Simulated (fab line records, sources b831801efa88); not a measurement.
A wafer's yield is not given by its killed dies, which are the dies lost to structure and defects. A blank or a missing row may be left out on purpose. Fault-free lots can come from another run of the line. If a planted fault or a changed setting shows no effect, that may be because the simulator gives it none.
Which tool was responsible?	flow sfq line	7 lots, 21 wafers sampled, at 2 steps of a route of 325

== WHAT THE GAUGES READ, wafer by wafer ==
SFQ_I2_BOW_MEAS_917.
lot	measured	on	I2_BOW (um)
L548	day 32 20:55	film metro-04	6 6 11
L550	day 33 23:35	film metro-02	-1 1 7
L553	day 37 00:41	film metro-02	9 20 16
L555	day 37 06:40	film metro-04	-10 3 11
L557	day 38 01:56	film metro-01	6 14 8
L560	day 39 01:17	film metro-02	-5 8 -10
L568	day 41 23:12	film metro-01	7 3 8

== TOOL THAT RAN EACH LOT (tool first, then ch and the chambers of the sampled wafers, then the start) ==
lot	SFQ_TRILAYER_L0_VIA_LITHO_COAT_013
L548	litho track-04 ch 0, day 5 04:05
L550	litho track-03 ch 0, day 5 16:14
L553	litho track-03 ch 0, day 6 08:14
L555	litho track-01 ch 0, day 6 20:11
L557	litho track-03 ch 0, day 7 10:35
L560	litho track-01 ch 0, day 8 03:23
L568	litho track-01 ch 0, day 10 13:31
- SFQ_TRILAYER_L0_VIA_LITHO_COAT_013: resist thk 650 nm.

== THE ANSWER, worked out from the rows above alone ==
Rule: the usual values come from the lots themselves. Put in order of their means at a reading, lots are off if they are a third of the lots or fewer, leave a main group of 4 or more, and stand apart from it by a gap of 3 or more times the standard deviation of the main group's means; of several such gaps the widest counts. A main group is skipped when, at the precision printed for the reading in the tables above, its means are all equal. Also off: a lot with no number at a reading for which 4 or more lots have one. All remaining lots with rows at the step are treated as sound.
None of the lots is off at any reading shown; this tells nothing.

== WHAT THE SIMULATOR HAD INSERTED ==
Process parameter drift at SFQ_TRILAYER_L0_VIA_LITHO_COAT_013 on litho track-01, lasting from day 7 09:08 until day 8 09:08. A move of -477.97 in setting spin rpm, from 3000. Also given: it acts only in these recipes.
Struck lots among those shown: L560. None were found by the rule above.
